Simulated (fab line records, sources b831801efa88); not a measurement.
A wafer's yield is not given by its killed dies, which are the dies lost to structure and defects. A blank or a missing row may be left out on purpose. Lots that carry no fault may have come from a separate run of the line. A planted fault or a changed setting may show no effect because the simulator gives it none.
fab line records ; flow gf180mcu
record lots=14; wafers=42; last-day=34
route steps=602 shown SAB@277 CONTACT@300 V1@338
lots untouched by any fault: they come from a run of this same line in which no faults occurred
start-h: start of the lot's first displayed wafer, in hours after the record's first day ; wait-h: hours since the lot's step before ; " the same as in the row above ; L1.1+2: one row covering several wafers at once ; - no value present, or no start provided ; * or withheld: withheld ; < > ~ a bound
route shown NAME@n: NAME is a module with steps in the file, n the number in the route of the first one ; usual: mean/standard deviation taken from wafers without a fault ; same: alike in all rows ; chamber/n: place in a boat ; sites: each site's reading ; _std_site: standard deviation of those values ; _edge_site: the outer-site mean with the inner-site mean subtracted ; radius-mm: how far each site lies from the wafer's centre ; mask NAME#n: copy n ; behind: the most recent tool/chamber to have shaped the wafer ; hold: why the lot was held/for how many hours/how that ended ; device: the n, p or np transistor that did not switch ; end of line: the same wafers' tests at the end of the route ; a step with no rows: only its recipe ; killed: not the wafer's yield, but the dies lost to structure and defects at the first sort ; map: a wafer's dies, marking killed ones x, the rest . and places with no die _
set.NAME: the run value of the setting; set.NAME@STEP: its run value at that earlier step ; model.NAME: the simulator's own value behind a step, which no gauge read
one table for each step of the route and one row for each wafer, over a sample of lots
services: the hour from which a tool's chamber was out of use, counted from the record's first day as start-h (under 0 if before that day), plus the number of hours and why
## steps
# step GF_SAB_STRIP_13
# recipe chemistry=O2/N2; power-w=1400; pressure-mtorr=1500; platen-temp-c=250; o2-flow-sccm=3000; n2-flow-sccm=300; overash-fraction=0.5
# usual drypump-motor-current-A=5.45/0.21; heater-power-w=329/28; oes-product-au=0.710/0.0046; strip-time-to-endpoint-s=12.59/0.037
lot.wafer;tool;chamber;start-h;wait-h;drypump-motor-current-A;heater-power-w;oes-product-au;rf-hours-counter-h;strip-time-to-endpoint-s
L945.2;plasma-asher-03;1;345.55;0.0;5.57;323;0.710;71;12.50
L945.4;plasma-asher-03;1;345.55;0.0;5.59;309;0.716;-;12.57
L945.6;plasma-asher-03;1;345.55;0.0;5.57;308;0.709;-;12.54
L946.1;plasma-asher-02;0;361.09;0.0;5.37;352;0.708;72;12.56
L946.2;plasma-asher-02;1;361.09;0.0;5.34;313;0.708;72;12.55
L946.3;plasma-asher-02;0;361.09;0.0;5.41;347;0.709;-;12.54
L948.2;plasma-asher-03;1;382.29;0.0;5.58;314;0.700;73;12.58
L948.3;plasma-asher-03;0;382.29;0.0;5.20;360;0.712;-;12.60
L948.6;plasma-asher-03;0;382.29;0.0;5.21;359;0.705;-;12.58
L952.2;plasma-asher-01;1;428.16;0.0;5.85;285;0.710;61;12.60
L952.4;plasma-asher-01;1;428.16;0.0;5.82;292;0.710;-;12.60
L952.5;plasma-asher-01;1;428.16;0.0;5.81;283;0.702;-;12.57
L953.3;plasma-asher-03;0;440.66;0.0;5.23;360;0.707;-;12.64
L953.5;plasma-asher-03;1;440.66;0.0;5.58;316;0.705;-;12.63
L953.6;plasma-asher-03;0;440.66;0.0;5.23;348;0.704;-;12.59
L956.4;plasma-asher-02;1;462.07;0.0;5.34;312;0.714;-;12.60
L956.5;plasma-asher-02;0;462.07;0.0;5.44;318;0.709;-;12.58
L956.6;plasma-asher-02;1;462.07;0.0;5.34;313;0.710;-;12.62
L957.1;plasma-asher-03;1;473.75;0.0;5.59;310;0.711;85;12.59
L957.3;plasma-asher-03;1;473.75;0.0;5.60;308;0.704;-;12.60
L957.4;plasma-asher-03;0;473.75;0.0;5.23;358;0.717;-;12.58
L958.2;plasma-asher-02;0;483.94;0.0;5.52;334;0.711;5;12.59
L958.4;plasma-asher-02;1;483.94;0.0;5.34;314;0.711;-;12.59
L958.6;plasma-asher-02;0;483.94;0.0;5.46;338;0.720;-;12.65
L960.2;plasma-asher-03;0;490.53;0.0;5.20;356;0.708;87;12.58
L960.4;plasma-asher-03;0;490.53;0.0;5.23;349;0.710;-;12.61
L960.5;plasma-asher-03;1;490.53;0.0;5.57;313;0.716;-;12.58
L961.2;plasma-asher-01;1;492.58;0.0;5.85;284;0.710;68;12.57
L961.3;plasma-asher-01;1;492.58;0.0;5.85;286;0.709;-;12.57
L961.6;plasma-asher-01;1;492.58;0.0;5.83;285;0.711;-;12.55
L963.1;plasma-asher-01;0;509.21;0.0;5.29;366;0.710;70;12.65
L963.2;plasma-asher-01;1;509.21;0.0;5.84;290;0.704;70;12.63
L963.4;plasma-asher-01;1;509.21;0.0;5.85;286;0.704;-;12.62
L962.1;plasma-asher-03;0;513.59;0.0;5.17;360;0.710;89;12.62
L962.2;plasma-asher-03;1;513.59;0.0;5.58;312;0.713;89;12.62
L962.5;plasma-asher-03;0;513.59;0.0;5.18;356;0.708;-;12.58
L965.3;plasma-asher-03;1;523.33;0.0;5.59;306;0.710;-;12.58
L965.4;plasma-asher-03;0;523.33;0.0;5.23;353;0.715;-;12.62
L965.5;plasma-asher-03;1;523.33;0.0;5.57;307;0.713;-;12.60
L966.2;plasma-asher-02;0;532.14;0.0;5.46;331;0.713;10;12.60
L966.4;plasma-asher-02;0;532.14;0.0;5.48;328;0.708;-;12.59
L966.5;plasma-asher-02;0;532.14;0.0;5.44;338;0.711;-;12.57
# step GF_CONTACT_DEVELOP_13
# recipe develop-time-s=60; resist=KrF; dev-temp-c=21
# usual chill-plate-temp-C=22.99/0.11; develop-time-s=60/0
lot.wafer;tool;chamber;start-h;wait-h;chill-plate-temp-C;develop-time-s
L945.2;litho-track-02;0;367.99;0.2;23.03;60
L945.4;litho-track-02;0;367.99;0.2;22.97;60
L945.6;litho-track-02;0;367.99;0.2;23.04;60
L946.1;litho-track-01;0;384.62;0.2;22.88;60
L946.2;litho-track-01;0;384.62;0.2;22.98;60
L946.3;litho-track-01;0;384.62;0.2;22.93;60
L948.2;litho-track-01;0;405.34;0.2;22.88;60
L948.3;litho-track-01;0;405.34;0.2;22.95;60
L948.6;litho-track-01;0;405.34;0.2;22.77;60
L952.2;litho-track-03;-;453.06;0.2;-;-
L952.4;litho-track-03;-;453.06;0.2;-;-
L952.5;litho-track-03;-;453.06;0.2;-;-
L953.3;litho-track-02;-;466.27;0.1;-;-
L953.5;litho-track-02;-;466.27;0.1;-;-
L953.6;litho-track-02;-;466.27;0.1;-;-
L956.4;litho-track-02;0;487.89;0.1;22.95;60
L956.5;litho-track-02;0;487.89;0.1;23.00;60
L956.6;litho-track-02;0;487.89;0.1;23.01;60
L957.1;litho-track-02;0;498.92;0.2;22.91;60
L957.3;litho-track-02;0;498.92;0.2;23.05;60
L957.4;litho-track-02;0;498.92;0.2;22.94;60
L958.2;litho-track-02;0;508.74;0.2;22.99;60
L958.4;litho-track-02;0;508.74;0.2;23.18;60
L958.6;litho-track-02;0;508.74;0.2;22.80;60
L960.2;litho-track-02;0;515.69;0.2;23.09;60
L960.4;litho-track-02;0;515.69;0.2;22.92;60
L960.5;litho-track-02;0;515.69;0.2;23.08;60
L961.2;litho-track-03;0;517.51;0.2;23.03;60
L961.3;litho-track-03;0;517.51;0.2;23.04;60
L961.6;litho-track-03;0;517.51;0.2;23.07;60
L963.1;litho-track-01;0;533.27;0.2;22.79;60
L963.2;litho-track-01;0;533.27;0.2;22.82;60
L963.4;litho-track-01;0;533.27;0.2;22.94;60
L962.1;litho-track-03;0;538.18;0.2;22.91;60
L962.2;litho-track-03;0;538.18;0.2;22.86;60
L962.5;litho-track-03;0;538.18;0.2;23.07;60
L965.3;litho-track-03;0;547.08;0.1;23.01;60
L965.4;litho-track-03;0;547.08;0.1;23.01;60
L965.5;litho-track-03;0;547.08;0.1;23.03;60
L966.2;litho-track-03;0;555.80;0.2;23.04;60
L966.4;litho-track-03;0;555.80;0.2;23.06;60
L966.5;litho-track-03;0;555.80;0.2;23.16;60
# step GF_V1_THK_MEAS_03
# recipe reads=SiO2_of_V1_CVD_02
# usual V1_CVD_02_THK=851/10
lot.wafer;tool;chamber;start-h;wait-h;V1_CVD_02_THK[nm]
L945.2;film-metro-01;-;394.55;0.0;860
L945.4;film-metro-01;-;394.55;0.0;863
L945.6;film-metro-01;-;394.55;0.0;870
L946.1;film-metro-01;-;410.90;0.0;834
L946.2;film-metro-01;-;410.90;0.0;849
L946.3;film-metro-01;-;410.90;0.0;855
L948.2;film-metro-02;-;431.94;0.0;835
L948.3;film-metro-02;-;431.94;0.0;833
L948.6;film-metro-02;-;431.94;0.0;850
L956.4;film-metro-04;-;514.52;0.0;854
L956.5;film-metro-04;-;514.52;0.0;847
L956.6;film-metro-04;-;514.52;0.0;861
L957.1;film-metro-02;-;525.43;0.0;846
L957.3;film-metro-02;-;525.43;0.0;852
L957.4;film-metro-02;-;525.43;0.0;862
L958.2;film-metro-01;-;533.94;0.1;841
L958.4;film-metro-01;-;533.94;0.1;853
L958.6;film-metro-01;-;533.94;0.1;854
L960.2;film-metro-02;-;541.06;0.0;855
L960.4;film-metro-02;-;541.06;0.0;870
L960.5;film-metro-02;-;541.06;0.0;861
L961.2;film-metro-01;-;543.11;0.0;832
L961.3;film-metro-01;-;543.11;0.0;846
L961.6;film-metro-01;-;543.11;0.0;850
L963.1;film-metro-01;-;557.89;0.1;848
L963.2;film-metro-01;-;557.89;0.1;859
L963.4;film-metro-01;-;557.89;0.1;856
L962.1;film-metro-04;-;563.67;0.0;850
L962.2;film-metro-04;-;563.67;0.0;843
L962.5;film-metro-04;-;563.67;0.0;870
L965.3;film-metro-01;-;572.31;0.1;855
L965.4;film-metro-01;-;572.31;0.1;864
L965.5;film-metro-01;-;572.31;0.1;859
L966.2;film-metro-04;-;580.49;0.0;836
L966.4;film-metro-04;-;580.49;0.0;852
L966.5;film-metro-04;-;580.49;0.0;855
# step GF_V1_STRIP_18
# recipe chemistry=O2/N2; power-w=1400; pressure-mtorr=1500; platen-temp-c=250; o2-flow-sccm=3000; n2-flow-sccm=300; overash-fraction=0.5
# usual drypump-motor-current-A=5.52/0.21; heater-power-w=317/33; oes-product-au=0.591/0.0046
lot.wafer;tool;chamber;start-h;wait-h;drypump-motor-current-A;heater-power-w;oes-product-au;rf-hours-counter-h
L945.2;plasma-asher-04;0;418.87;-;5.63;274;0.600;29
L945.4;plasma-asher-04;1;418.87;-;5.44;298;0.589;-
L945.6;plasma-asher-04;1;418.87;-;5.45;306;0.594;-
L946.1;plasma-asher-04;0;435.97;-;5.61;282;0.592;31
L946.2;plasma-asher-04;1;435.97;-;5.42;306;0.589;31
L946.3;plasma-asher-04;1;435.97;-;5.40;307;0.587;-
L948.2;plasma-asher-01;1;456.51;-;5.84;285;0.601;64
L948.3;plasma-asher-01;1;456.51;-;5.85;292;0.589;-
L948.6;plasma-asher-01;1;456.51;-;5.84;298;0.586;-
L956.4;plasma-asher-01;0;538.31;-;5.31;364;0.590;-
L956.5;plasma-asher-01;0;538.31;-;5.31;356;0.590;-
L956.6;plasma-asher-01;1;538.31;-;5.86;288;0.590;-
L957.1;plasma-asher-02;0;549.01;-;5.52;324;0.587;12
L957.3;plasma-asher-02;0;549.01;-;5.47;325;0.580;-
L957.4;plasma-asher-02;1;549.01;-;5.35;315;0.587;-
L958.2;plasma-asher-01;0;557.24;-;5.27;370;0.590;75
L958.4;plasma-asher-01;0;557.24;-;5.30;360;0.595;-
L958.6;plasma-asher-01;1;557.24;-;5.83;281;0.592;-
L960.2;plasma-asher-04;0;564.71;-;5.63;275;0.588;43
L960.4;plasma-asher-04;0;564.71;-;5.61;274;0.594;-
L960.5;plasma-asher-04;1;564.71;-;5.39;301;0.595;-
L961.2;plasma-asher-01;1;566.56;-;5.84;286;0.587;76
L961.3;plasma-asher-01;0;566.56;-;5.30;365;0.594;-
L961.6;plasma-asher-01;0;566.56;-;5.28;358;0.586;-
L963.1;plasma-asher-01;1;580.26;-;5.84;281;0.586;78
L963.2;plasma-asher-01;0;580.26;-;5.25;355;0.594;78
L963.4;plasma-asher-01;1;580.26;-;5.84;282;0.593;-
L962.1;plasma-asher-04;1;585.61;-;5.44;311;0.589;44
L962.2;plasma-asher-04;0;585.61;-;5.62;283;0.591;44
L962.5;plasma-asher-04;0;585.61;-;5.58;275;0.593;-
L965.3;plasma-asher-01;1;594.20;-;5.84;291;0.590;-
L965.4;plasma-asher-01;0;594.20;-;5.35;367;0.596;-
L965.5;plasma-asher-01;0;594.20;-;5.39;372;0.595;-
L966.2;plasma-asher-01;0;602.76;-;5.27;371;0.592;81
L966.4;plasma-asher-01;0;602.76;-;5.28;360;0.594;-
L966.5;plasma-asher-01;0;602.76;-;5.31;362;0.591;-
## services
tool;chamber;start-h;hours;kind
plasma-asher-03;-;323.03;2.8;repair
plasma-asher-01;-;334.78;21.4;pm
plasma-asher-03;-;357.15;12.9;repair
plasma-asher-04;-;371.63;37.9;repair
litho-track-02;-;398.98;-;consumable-replace:filter
plasma-asher-02;-;421.25;9.0;pm
plasma-asher-02;0;421.25;9.0;vent-cycle
plasma-asher-02;1;421.25;9.0;vent-cycle
plasma-asher-02;0;430.25;-;clean
plasma-asher-02;1;430.25;-;clean
plasma-asher-04;-;470.42;0.8;repair
plasma-asher-04;-;516.12;14.6;pm
plasma-asher-03;-;549.35;2.0;repair
plasma-asher-02;-;566.87;107.2;repair
plasma-asher-04;-;569.11;15.6;pm
## key
first-sign step=GF_CONTACT_DEVELOP_13; reading=tool-record; direction=missing
effect none on later readings
met-at GF_CONTACT_DEVELOP_13
struck-lots L952,L953
later-rows-left-out L952.2,L952.4,L952.5,L953.3,L953.5,L953.6
sort-left-out L952.2,L952.4,L952.5,L953.3,L953.5,L953.6
tester-left-out L952,L953
not-acting-at GF_SAB_STRIP_13,GF_V1_THK_MEAS_03,GF_V1_STRIP_18
onset-between 367.99 453.06
fault kind=skipped-step-whole; tool=litho-track-02,litho-track-03; chamber=-; onset-h=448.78; steps=GF_CONTACT_DEVELOP_13; scope=struck-lots-only
# tester-left-out: of these lots the tester's yield and bins aren't shown, on N5 and GAA mostly nor the transistor test; their killed dies are dies lost to structure and defects alone, not to doping, threshold or leakage, so they don't give the yield
# sort-left-out: the simulated sort isn't trusted on such a fault, so these wafers' sort isn't shown, and their yield isn't known
# later-rows-left-out: the simulator's readings of these wafers behind a module that went badly wrong aren't trusted and aren't shown, but for the sort
